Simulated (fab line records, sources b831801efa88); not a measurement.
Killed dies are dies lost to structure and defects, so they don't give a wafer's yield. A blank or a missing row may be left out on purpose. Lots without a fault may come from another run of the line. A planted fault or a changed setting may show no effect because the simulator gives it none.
fab line records | flow sky130
record lots=7 wafers=21 last_day=50
route steps=708 shown RES_XHIGH@339 SD_N@342 SD_P@359 PAD_OPEN@708
lots that met no fault: from a run of the same line without faults
start_h: hours from the record's first day to the start of the lot's first wafer shown | wait_h: hours since the lot's step before | " the same as in the row above | L1.1+2: a row that stands for several wafers | - no value, or no start given | * or withheld: withheld | < > ~ a bound
route shown NAME@n: a module of which the file shows steps, and the number in the route of the first | usual: mean/standard deviation of fault-free wafers | same: alike in all rows | chamber/n: place in a boat | sites: the reading at each site | _std_site: their standard deviation | _edge_site: outer sites' mean less inner sites' | radius_mm: how far each site lies from the wafer's centre | mask NAME#n: copy n | behind: the tool/chamber that last shaped the wafer | hold: why the lot was held/for how many hours/how that ended | device: the transistor (n, p or np) that didn't switch | end of line: the same wafers' tests at the end of the route | a step without rows: its recipe alone | killed: dies lost to structure and defects at the first sort, not the wafer's yield | map: a wafer's dies, x killed, . not, _ none there
set.NAME: the setting as run; set.NAME@STEP: as run at that earlier step | model.NAME: the simulator's own value behind a step, which no gauge read
lots at some steps of the route; a table a step, a row a wafer
services: from which hour (start_h, from the record's first day; less than 0 if before it) a tool's chamber was out of use, for how many hours, and why
## steps
# step SKY_RES_XHIGH_IMPLANT_07
# recipe species=BF2 energy_kev=20 dose_cm2=3.6e+14 tilt_deg=0
# step SKY_RES_XHIGH_STRIP_08
# recipe chemistry=O2/N2 power_w=1400 pressure_mtorr=1500 platen_temp_c=withheld o2_flow_sccm=3000 n2_flow_sccm=300 overash_fraction=0.5
# usual drypump_motor_current_A=5.7/0.6 oes_product_au=0.711/0.0049 strip_time_to_endpoint_s=14.26/0.041
# columns lot.wafer tool chamber start_h wait_h drypump_motor_current_A oes_product_au rf_hours_counter_h strip_time_to_endpoint_s
L532.2 plasma_asher-04 0 639.58 0.1 4.7 0.710 82 14.17
L532.5 " 1 " " 5.4 0.712 - 14.18
L532.6 " 0 " " 4.7 0.716 - 14.21
L534.2 plasma_asher-02 0 656.49 0.1 6.6 0.706 22 14.32
L534.4 " 0 " " 6.6 0.711 - 14.24
L534.5 " 0 " " 6.6 0.704 - 14.28
L535.2 plasma_asher-02 1 672.04 0.1 6.1 0.717 23 14.24
L535.4 " 1 " " 6.1 0.708 - 14.25
L535.6 " 0 " " 6.6 0.708 - 14.30
L536.2 plasma_asher-02 1 677.13 0.1 6.1 0.711 24 14.30
L536.3 " 1 " " 6.1 0.712 - 14.26
L536.4 " 0 " " 6.6 0.713 - 14.32
L546.1 plasma_asher-03 0 767.08 0.1 5.6 0.711 65 14.29
L546.3 " 0 " " 5.6 0.711 - 14.32
L546.5 " 1 " " 5.5 0.708 - 14.25
L550.1 plasma_asher-04 0 787.89 0.1 4.7 0.715 97 14.32
L550.4 " 1 " " 5.4 0.703 - 14.33
L550.5 " 0 " " 4.7 0.719 - 14.35
L552.2 plasma_asher-03 0 805.89 0.1 5.6 0.709 69 14.27
L552.5 " 1 " " 5.5 0.717 - 14.34
L552.6 " 0 " " 5.6 0.706 - 14.29
# step SKY_RES_XHIGH_TW_MEAS_09
# usual RES_XHIGH_TW=1640/11
# columns lot.wafer tool chamber start_h wait_h RES_XHIGH_TW
L532.2 film_metro-01 - 639.69 0.1 1641
L532.5 " - " " 1634
L532.6 " - " " 1638
L534.2 film_metro-01 - 656.60 0.1 1627
L534.4 " - " " 1621
L534.5 " - " " 1625
L535.2 film_metro-03 - 672.15 0.1 1649
L535.4 " - " " 1647
L535.6 " - " " 1645
L536.2 film_metro-02 - 677.24 0.1 1648
L536.3 " - " " 1652
L536.4 " - " " 1646
L546.1 film_metro-03 - 767.18 0.1 1647
L546.3 " - " " 1653
L546.5 " - " " 1643
L550.1 film_metro-01 - 787.99 0.1 1635
L550.4 " - " " 1622
L550.5 " - " " 1621
L552.2 film_metro-01 - 806.00 0.1 1627
L552.5 " - " " 1628
L552.6 " - " " 1639
# step SKY_SD_N_DEHYDRATE_00
# recipe temp_c=200 time_s=60
# step SKY_SD_N_HMDS_01
# recipe prime_time_s=60 prime_temp_c=120
# step SKY_SD_N_COAT_02
# recipe resist=NOVOLAK spin_rpm=3000 resist_thk_nm=1140
# step SKY_SD_N_SOFTBAKE_03
# recipe temp_c=90 time_s=60 resist=NOVOLAK
# step SKY_SD_N_EXPOSE_04
# recipe mask_id=NSDM na=0.6 source_shape=conventional sigma_outer=0.6 polarization=unpolarized target_cd_nm=380 dose_mj=141
# step SKY_SD_N_PEB_05
# recipe temp_c=withheld time_s=* resist=NOVOLAK
# step SKY_SD_N_DEVELOP_06
# recipe resist=NOVOLAK developer=TMAH develop_time_s=60 dev_temp_c=23
# step SKY_SD_N_CD_MEAS_07
# recipe target_cd_nm=380
# usual cd_nm=380.3/2.4
# columns lot.wafer tool chamber start_h wait_h cd_nm
L532.2 cd_sem-01 - 668.16 0.1 379.6
L532.5 " - " " 380.9
L532.6 " - " " 378.4
L534.2 cd_sem-01 - 684.20 0.1 379.4
L534.4 " - " " 379.0
L534.5 " - " " 378.1
L535.2 cd_sem-02 - 700.00 0.1 379.2
L535.4 " - " " 378.9
L535.6 " - " " 379.0
L536.2 cd_sem-02 - 705.41 0.1 379.5
L536.3 " - " " 381.4
L536.4 " - " " 380.5
L546.1 cd_sem-02 - 794.18 0.1 378.1
L546.3 " - " " 380.5
L546.5 " - " " 378.4
L550.1 cd_sem-01 - 814.78 0.1 381.4
L550.4 " - " " 380.9
L550.5 " - " " 380.0
L552.2 cd_sem-02 - 832.40 0.1 378.3
L552.5 " - " " 377.7
L552.6 " - " " 375.8
# step SKY_SD_N_OVL_MEAS_08
# usual SD_N_OVL=0.9/1.3
# columns lot.wafer tool chamber start_h wait_h SD_N_OVL[nm]
L532.2 overlay-01 - 668.27 0.1 1.4
L532.5 " - " " 2.0
L532.6 " - " " 2.2
L534.2 overlay-01 - 684.31 0.1 2.4
L534.4 " - " " 2.2
L534.5 " - " " 2.3
L535.2 overlay-01 - 700.11 0.1 2.4
L535.4 " - " " 1.8
L535.6 " - " " 4.4
L536.2 overlay-02 - 705.52 0.1 2.4
L536.3 " - " " -0.2
L536.4 " - " " 0.3
L546.1 overlay-02 - 794.30 0.1 0.3
L546.3 " - " " 0.9
L546.5 " - " " 1.0
L550.1 overlay-01 - 814.90 0.1 2.0
L550.4 " - " " 3.5
L550.5 " - " " 3.0
L552.2 overlay-02 - 832.51 0.1 2.0
L552.5 " - " " 2.1
L552.6 " - " " 1.4
# step SKY_SD_N_IMPLANT_09
# recipe species=As energy_kev=50 dose_cm2=4e+15 tilt_deg=0
# usual beam_energy_keV=50.002/0.016 beam_on_s=18.5/1.5 dose_ions_cm2=3.999e+15/4.1e+12
# columns lot.wafer tool chamber start_h wait_h beam_energy_keV beam_on_s dose_ions_cm2
L532.2 implanter-04 0 668.32 0.0 50.006 18.1 4.001e+15
L532.5 " 0 " " 49.996 17.8 4.002e+15
L532.6 " 0 " " 50.015 18.1 3.997e+15
L534.2 implanter-04 0 684.36 0.0 49.998 16.5 3.498e+15
L534.4 " 0 " " 49.985 15.7 3.505e+15
L534.5 " 0 " " 49.992 15.8 3.503e+15
L535.2 implanter-04 0 700.16 0.0 50.020 15.8 3.504e+15
L535.4 " 0 " " 50.017 15.9 3.501e+15
L535.6 " 0 " " 50.035 15.8 3.502e+15
L536.2 implanter-04 0 705.57 0.0 50.008 16.0 3.499e+15
L536.3 " 0 " " 50.008 15.8 3.503e+15
L536.4 " 0 " " 49.970 15.9 3.499e+15
L546.1 implanter-04 0 794.34 0.0 50.005 17.9 4.003e+15
L546.3 " 0 " " 50.032 18.5 4.006e+15
L546.5 " 0 " " 50.032 18.3 4.003e+15
L550.1 implanter-03 0 814.94 0.0 50.003 20.5 3.994e+15
L550.4 " 0 " " 50.014 20.4 4.004e+15
L550.5 " 0 " " 50.018 19.6 3.993e+15
L552.2 implanter-04 0 832.56 0.0 50.016 18.0 3.999e+15
L552.5 " 0 " " 50.036 18.1 3.997e+15
L552.6 " 0 " " 49.991 18.1 3.998e+15
# step SKY_SD_N_IMPLANT_10
# recipe species=P energy_kev=20 dose_cm2=1e+14 tilt_deg=0
# step SKY_SD_N_STRIP_11
# recipe chemistry=O2/N2 power_w=1400 pressure_mtorr=1500 platen_temp_c=withheld o2_flow_sccm=3000 n2_flow_sccm=300 overash_fraction=0.5
# usual drypump_motor_current_A=5.8/0.54 oes_product_au=0.527/0.0041 strip_time_to_endpoint_s=22.55/0.038
# columns lot.wafer tool chamber start_h wait_h drypump_motor_current_A oes_product_au rf_hours_counter_h strip_time_to_endpoint_s
L532.2 plasma_asher-02 0 668.60 0.1 6.6 0.525 23 22.57
L532.5 " 0 " " 6.6 0.528 - 22.61
L532.6 " 1 " " 6.1 0.527 - 22.56
L534.2 plasma_asher-01 1 684.64 0.1 5.7 0.533 97 22.01
L534.4 " 1 " " 5.6 0.537 - 22.04
L534.5 " 1 " " 5.6 0.535 - 22.02
L535.2 plasma_asher-01 1 700.44 0.1 5.7 0.535 98 22.09
L535.4 " 0 " " 5.8 0.538 - 22.04
L535.6 " 0 " " 5.8 0.538 - 22.07
L536.2 plasma_asher-02 1 705.85 0.1 6.0 0.532 27 22.09
L536.3 " 0 " " 6.6 0.545 - 22.12
L536.4 " 1 " " 6.1 0.536 - 22.10
L546.1 plasma_asher-01 1 794.64 0.1 5.6 0.534 5 22.51
L546.3 " 1 " " 5.6 0.520 - 22.50
L546.5 " 0 " " 5.8 0.529 - 22.56
L550.1 plasma_asher-04 1 815.24 0.1 5.4 0.532 100 22.53
L550.4 " 0 " " 4.7 0.528 - 22.53
L550.5 " 1 " " 5.4 0.527 - 22.52
L552.2 plasma_asher-01 0 832.84 0.1 5.8 0.531 8 22.56
L552.5 " 1 " " 5.6 0.529 - 22.55
L552.6 " 0 " " 5.8 0.532 - 22.59
# step SKY_SD_N_TW_MEAS_12
# usual SD_N_TW=3989/27
# columns lot.wafer tool chamber start_h wait_h SD_N_TW
L532.2 film_metro-03 - 668.71 0.1 4007
L532.5 " - " " 4020
L532.6 " - " " 4001
L534.2 film_metro-03 - 684.75 0.1 4004
L534.4 " - " " 3979
L534.5 " - " " 3989
L535.2 film_metro-03 - 700.55 0.1 3999
L535.4 " - " " 3992
L535.6 " - " " 3969
L536.2 film_metro-02 - 705.96 0.1 3923
L536.3 " - " " 3947
L536.4 " - " " 3958
L546.1 film_metro-03 - 794.74 0.1 4009
L546.3 " - " " 4002
L546.5 " - " " 4010
L550.1 film_metro-03 - 815.34 0.1 3994
L550.4 " - " " 4011
L550.5 " - " " 4017
L552.2 film_metro-02 - 832.95 0.1 3989
L552.5 " - " " 3985
L552.6 " - " " 3988
# step SKY_SD_N_CLEAN_13
# recipe chemistry=SC1/SC2 mix=1:4:20 temp_c=70 time_s=150 dry=n2_spin
# step SKY_SD_N_RTA_14
# recipe temp_c=1075 time_s=2 idle_temp_c=650 ramp_up_c_per_s=150 ramp_down_c_per_s=90 ambient=N2
# usual anneal_temp_c_max=1080.7/0.96 lamp_power_pct=15.74/0.052 wafer_temp_C_max=1077.9/1.2
# columns lot.wafer tool chamber start_h wait_h anneal_temp_c_max lamp_power_pct wafer_temp_C_max
L532.2 rtp_anneal-01 0 668.82 0.0 1082.1 15.81 1078.6
L532.5 " 0 " " 1080.7 15.71 1078.9
L532.6 " 0 " " 1081.6 15.84 1077.6
L534.2 rtp_anneal-01 0 684.87 0.0 1080.8 15.68 1077.1
L534.4 " 0 " " 1082.0 15.85 1078.3
L534.5 " 0 " " 1079.9 15.74 1078.1
L535.2 rtp_anneal-02 0 700.66 0.0 1083.3 15.70 1079.3
L535.4 " 0 " " 1083.0 15.79 1077.5
L535.6 " 0 " " 1079.9 15.74 1078.7
L536.2 rtp_anneal-01 0 706.07 0.0 1082.1 15.60 1076.2
L536.3 " 0 " " 1081.6 15.77 1076.4
L536.4 " 0 " " 1082.6 15.73 1078.3
L546.1 rtp_anneal-01 0 794.85 0.0 1079.9 15.72 1081.1
L546.3 " 0 " " 1080.5 15.75 1077.2
L546.5 " 0 " " 1081.0 15.67 1079.2
L550.1 rtp_anneal-01 0 815.45 0.0 1079.6 15.70 1079.6
L550.4 " 0 " " 1080.4 15.77 1075.8
L550.5 " 0 " " 1079.5 15.73 1079.5
L552.2 rtp_anneal-01 0 833.06 0.0 1080.0 15.79 1078.8
L552.5 " 0 " " 1080.6 15.72 1077.7
L552.6 " 0 " " 1080.8 15.62 1078.8
# step SKY_SD_N_RS_MEAS_16
# recipe thk_meas_gauge=four-point-probe
# usual SD_N_RS=68.62/0.11
# columns lot.wafer tool chamber start_h wait_h hold SD_N_RS[ohm/sq]
L532.2 film_metro-01 - 669.00 0.1 - 68.41
L532.5 " - " " - 68.72
L532.6 " - " " - 68.80
L534.2 film_metro-01 - 685.10 0.1 await_dispo/0.2h/release 69.87
L534.4 " - " " await_dispo/0.2h/release 69.91
L534.5 " - " " await_dispo/0.2h/release 69.86
L534.2 film_metro-01 - 685.46 0.3 - 69.91
L534.4 " - " " - 69.84
L534.5 " - " " - 69.80
L535.2 film_metro-03 - 700.84 0.1 await_dispo/0.2h/release 69.89
L535.4 " - " " await_dispo/0.2h/release 69.68
L535.6 " - " " await_dispo/0.2h/release 69.83
L535.2 film_metro-03 - 701.20 0.3 - 69.84
L535.4 " - " " - 69.65
L535.6 " - " " - 69.90
L536.2 film_metro-03 - 706.25 0.1 await_dispo/0.2h/release 69.83
L536.3 " - " " await_dispo/0.2h/release 69.72
L536.4 " - " " await_dispo/0.2h/release 69.50
L536.2 film_metro-03 - 706.61 0.3 - 69.76
L536.3 " - " " - 69.74
L536.4 " - " " - 69.76
L546.1 film_metro-03 - 795.02 0.1 - 68.74
L546.3 " - " " - 68.64
L546.5 " - " " - 68.58
L550.1 film_metro-01 - 815.62 0.1 - 68.84
L550.4 " - " " - 68.58
L550.5 " - " " - 68.73
L552.2 film_metro-03 - 833.25 0.1 - 68.79
L552.5 " - " " - 68.62
L552.6 " - " " - 68.79
# step SKY_SD_N_RS_MEAS_17
# recipe thk_meas_gauge=four-point-probe
# usual SD_P_RS=147.3/0.36
# columns lot.wafer tool chamber start_h wait_h hold SD_P_RS[ohm/sq]
L532.2 film_metro-01 - 669.12 0.1 - 147.0
L532.5 " - " " - 147.1
L532.6 " - " " - 147.2
L534.2 film_metro-01 - 687.98 2.5 await_dispo/2.4h/release 147.0
L534.4 " - " " await_dispo/2.4h/release 147.3
L534.5 " - " " await_dispo/2.4h/release 147.3
L535.2 film_metro-03 - 703.36 2.1 await_dispo/2.0h/release 147.1
L535.4 " - " " await_dispo/2.0h/release 147.1
L535.6 " - " " await_dispo/2.0h/release 147.1
L536.2 film_metro-03 - 709.07 2.4 await_dispo/2.3h/release 147.2
L536.3 " - " " await_dispo/2.3h/release 146.9
L536.4 " - " " await_dispo/2.3h/release 147.0
L546.1 film_metro-03 - 795.14 0.1 - 147.5
L546.3 " - " " - 147.5
L546.5 " - " " - 147.3
L550.1 film_metro-01 - 815.74 0.1 - 147.7
L550.4 " - " " - 147.8
L550.5 " - " " - 147.8
L552.2 film_metro-03 - 833.37 0.1 - 148.2
L552.5 " - " " - 147.7
L552.6 " - " " - 148.0
# step SKY_PAD_OPEN_PROBE_99
# usual killed_at_M0_to_M3=42/7.6 killed_at_M4_up=2.9/1.7 killed_at_contacts=24/5.1 killed_at_front_end=15/4 killed_at_other=0.2/0.38 killed_dies=84/9.9 killed_open=46/7.2 killed_short=38/6.6
# same gross_dies=492 killed_at_back_side=0
# columns lot.wafer tool chamber start_h wait_h killed_at_M0_to_M3 killed_at_M4_up killed_at_contacts killed_at_front_end killed_at_other killed_dies killed_open killed_short model.etest.res_ndiff.line_ohm_um model.etest.res_ndiff_hv.rs_ohm_sq model.etest.res_ndiff.rs_ohm_sq
L534.2 prober-01 - 1106.84 0.1 40 3 20 17 0 80 34 46 771.9 118.8 124.4
L534.4 prober-01 - 1106.94 0.2 40 3 27 17 0 87 57 30 773.8 118.5 123.6
L534.5 prober-01 - 1106.99 0.2 62 4 18 10 0 94 46 48 780.8 118.8 124.5
L535.2 prober-02 - 1116.39 0.1 46 3 30 26 0 105 46 59 768.2 117.3 123.5
L535.4 prober-02 - 1116.49 0.2 36 7 32 18 0 93 50 43 785.9 117.4 124.1
L535.6 prober-02 - 1116.59 0.2 53 4 27 10 0 94 48 46 763 117.4 123.3
L536.2 prober-01 - 1120.35 0.1 39 5 18 8 1 71 36 35 814.4 121.7 127.4
L536.3 prober-01 - 1120.40 0.2 31 1 19 13 0 64 31 33 820.6 121.8 127.7
L536.4 prober-01 - 1120.45 0.2 46 4 20 13 0 83 43 40 799.7 120.6 127.3
L546.1 prober-01 - 1181.30 0.1 30 5 25 10 0 70 45 25 753.1 113 119.4
L546.3 prober-01 - 1181.40 0.2 44 5 23 16 0 88 51 37 748.2 114.1 119.3
L546.5 prober-01 - 1181.50 0.2 37 2 26 16 0 81 49 32 760 113.8 119.9
L550.1 prober-01 - 1193.71 0.1 49 1 20 12 0 82 41 41 764.2 113.8 119.6
L550.4 prober-01 - 1193.86 0.2 48 1 11 19 0 79 37 42 769 113.2 118.2
L550.5 prober-01 - 1193.91 0.2 46 1 16 20 0 83 50 33 753.7 113.7 119.8
L552.2 prober-01 - 1203.91 0.1 50 0 21 13 0 84 46 38 778.6 116.2 122.5
L552.5 prober-01 - 1204.06 0.2 33 2 26 11 0 72 40 32 781 115 122.4
L552.6 prober-01 - 1204.11 0.2 43 4 17 12 0 76 36 40 774.8 115.5 121.4
# killed by level:class
L534.2 LI_CONTACT:geometric_particle:open=6 CONTACT:geometric_particle:open=6 METAL1:geometric_particle:short=6 VIA2:geometric_particle:short=6 VIA3:geometric_particle:open=6 METAL2:geometric_particle:short=5 VIA2:geometric_particle:open=5 POLY_GATE:geometric_particle:short=4
L534.4 CONTACT:geometric_particle:open=14 LI_CONTACT:geometric_particle:open=10 VIA1:geometric_particle:open=10 VIA2:geometric_particle:open=7 METAL2:geometric_particle:short=5 VIA3:geometric_particle:short=5 VIA3:geometric_particle:open=4 METAL1:geometric_particle:short=4
L534.5 VIA3:geometric_particle:open=11 VIA1:geometric_particle:open=10 METAL1:geometric_particle:short=7 VIA1:geometric_particle:short=7 CONTACT:geometric_particle:open=6 VIA2:geometric_particle:short=6 VIA3:geometric_particle:short=5 LI_CONTACT:geometric_particle:open=4
L535.2 VIA1:geometric_particle:open=11 FIELD_ISO:geometric_particle:open=9 LOCAL_INTERCONNECT:geometric_particle:short=8 VIA1:geometric_particle:short=8 FIELD_ISO:geometric_particle:short=7 CONTACT:geometric_particle:open=7 METAL2:geometric_particle:short=7 VIA3:geometric_particle:open=6
L535.4 CONTACT:geometric_particle:open=13 VIA1:geometric_particle:open=7 CONTACT:geometric_particle:short=7 VIA3:geometric_particle:open=7 FIELD_ISO:geometric_particle:short=6 VIA3:geometric_particle:short=6 VIA2:geometric_particle:open=5 METAL4:geometric_particle:short=5
L535.6 CONTACT:geometric_particle:open=13 VIA1:geometric_particle:open=11 METAL2:geometric_particle:short=9 VIA3:geometric_particle:open=7 CONTACT:geometric_particle:short=6 VIA1:geometric_particle:short=5 VIA3:geometric_particle:short=5 LI_CONTACT:geometric_particle:short=4
L536.2 VIA1:geometric_particle:open=11 METAL1:geometric_particle:short=7 LI_CONTACT:geometric_particle:open=5 LOCAL_INTERCONNECT:geometric_particle:short=4 CONTACT:geometric_particle:open=4 METAL3:geometric_particle:short=4 FIELD_ISO:geometric_particle:short=3 LOCAL_INTERCONNECT:geometric_particle:open=3
L536.3 LI_CONTACT:geometric_particle:open=7 CONTACT:geometric_particle:short=6 CONTACT:geometric_particle:open=5 VIA2:geometric_particle:short=5 METAL1:geometric_particle:short=4 VIA2:geometric_particle:open=4 VIA3:geometric_particle:open=4 FIELD_ISO:geometric_particle:short=3
L536.4 VIA1:geometric_particle:open=11 METAL1:geometric_particle:short=8 CONTACT:geometric_particle:open=6 VIA1:geometric_particle:short=6 LI_CONTACT:geometric_particle:open=5 METAL2:geometric_particle:short=5 FIELD_ISO:geometric_particle:open=4 CONTACT:geometric_particle:short=4
L546.1 CONTACT:geometric_particle:open=9 VIA3:geometric_particle:open=9 LI_CONTACT:geometric_particle:open=8 VIA1:geometric_particle:open=6 FIELD_ISO:geometric_particle:open=4 CONTACT:geometric_particle:short=4 VIA3:geometric_particle:short=3 POLY_GATE:geometric_particle:short=2
L546.3 VIA1:geometric_particle:open=12 CONTACT:geometric_particle:open=12 METAL1:geometric_particle:short=9 FIELD_ISO:geometric_particle:open=7 VIA3:geometric_particle:open=7 LI_CONTACT:geometric_particle:open=5 METAL4:geometric_particle:short=5 VIA3:geometric_particle:short=4
L546.5 METAL1:geometric_particle:short=9 LI_CONTACT:geometric_particle:open=9 CONTACT:geometric_particle:open=9 VIA1:geometric_particle:open=8 VIA3:geometric_particle:open=6 FIELD_ISO:geometric_particle:open=5 FIELD_ISO:geometric_particle:short=4 POLY_GATE:geometric_particle:open=4
L550.1 VIA1:geometric_particle:open=9 METAL2:geometric_particle:short=8 LI_CONTACT:geometric_particle:short=6 LI_CONTACT:geometric_particle:open=5 CONTACT:geometric_particle:open=5 VIA1:geometric_particle:short=5 VIA2:geometric_particle:open=5 VIA2:geometric_particle:short=5
L550.4 VIA1:geometric_particle:open=9 METAL2:geometric_particle:short=9 FIELD_ISO:geometric_particle:open=8 FIELD_ISO:geometric_particle:short=6 VIA2:geometric_particle:open=6 METAL1:geometric_particle:short=5 VIA1:geometric_particle:short=4 VIA2:geometric_particle:short=4
L550.5 VIA1:geometric_particle:open=9 VIA3:geometric_particle:open=8 LI_CONTACT:geometric_particle:open=7 FIELD_ISO:geometric_particle:open=6 FIELD_ISO:geometric_particle:short=6 CONTACT:geometric_particle:open=6 METAL2:geometric_particle:short=6 VIA3:geometric_particle:short=6
L552.2 VIA1:geometric_particle:open=15 METAL1:geometric_particle:short=8 LI_CONTACT:geometric_particle:open=6 METAL2:geometric_particle:short=6 VIA2:geometric_particle:open=6 FIELD_ISO:geometric_particle:open=5 LOCAL_INTERCONNECT:geometric_particle:short=5 VIA3:geometric_particle:open=5
L552.5 VIA1:geometric_particle:open=8 LI_CONTACT:geometric_particle:open=7 CONTACT:geometric_particle:open=7 LOCAL_INTERCONNECT:geometric_particle:short=6 VIA2:geometric_particle:open=5 VIA3:geometric_particle:open=5 POLY_GATE:geometric_particle:open=4 POLY_GATE:geometric_particle:short=4
L552.6 VIA1:geometric_particle:open=10 METAL1:geometric_particle:short=7 LI_CONTACT:geometric_particle:open=6 VIA1:geometric_particle:short=6 VIA2:geometric_particle:short=6 CONTACT:geometric_particle:open=5 LOCAL_INTERCONNECT:geometric_particle:short=4 METAL2:geometric_particle:short=4
## services
# columns tool chamber start_h hours kind
rtp_anneal-01 - 633.70 4.2 pm
plasma_asher-04 - 676.84 2.6 repair
plasma_asher-02 - 686.47 2.8 pm
implanter-04 - 694.39 2.3 repair
implanter-04 - 710.56 2.1 repair
implanter-04 - 725.35 2.3 repair
plasma_asher-01 - 733.75 9.0 pm
plasma_asher-01 0 733.75 9.0 vent_cycle
plasma_asher-01 1 733.75 9.0 vent_cycle
plasma_asher-01 0 742.75 - clean
plasma_asher-01 1 742.75 - clean
implanter-04 - 746.95 2.8 repair
implanter-03 - 766.53 0.5 repair
implanter-03 - 772.76 5.6 pm
implanter-04 - 814.13 2.6 pm
implanter-03 - 830.56 4.0 repair
## key
first_sign step=SKY_SD_N_IMPLANT_09 reading=dose_ions_cm2 direction=down sigmas=99+ usual=* struck=*
effect step=SKY_SD_N_IMPLANT_09 reading=beam_on_s direction=down sigmas=1.7 usual=18.5 struck=15.9
effect step=SKY_SD_N_STRIP_11 reading=strip_time_to_endpoint_s direction=down sigmas=13 usual=* struck=*
effect step=SKY_SD_N_RS_MEAS_16 reading=visit direction=added
effect step=SKY_SD_N_RS_MEAS_16 reading=SD_N_RS direction=up sigmas=11 usual=68.62 struck=69.79
model_effect step=SKY_PAD_OPEN_PROBE_99 value=etest.res_ndiff.line_ohm_um without=763.3 struck=786.5
met_at SKY_SD_N_IMPLANT_09
struck_wafers L534.2,L534.4,L534.5,L535.2,L535.4,L535.6,L536.2,L536.3,L536.4
tester_left_out L534,L535,L536
onset_between 668.32 684.36
fault kind=process_parameter_drift tool=implanter-04 chamber=- onset_h=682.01 steps=SKY_SD_N_IMPLANT_09 channel=dose_cm2 offset=* shape=step end_h=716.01 acts_in=* stated=*
# tester_left_out: of these lots the tester's yield and bins aren't shown, on N5 and GAA mostly nor the transistor test; their killed dies are dies lost to structure and defects alone, not to doping, threshold or leakage, so they don't give the yield
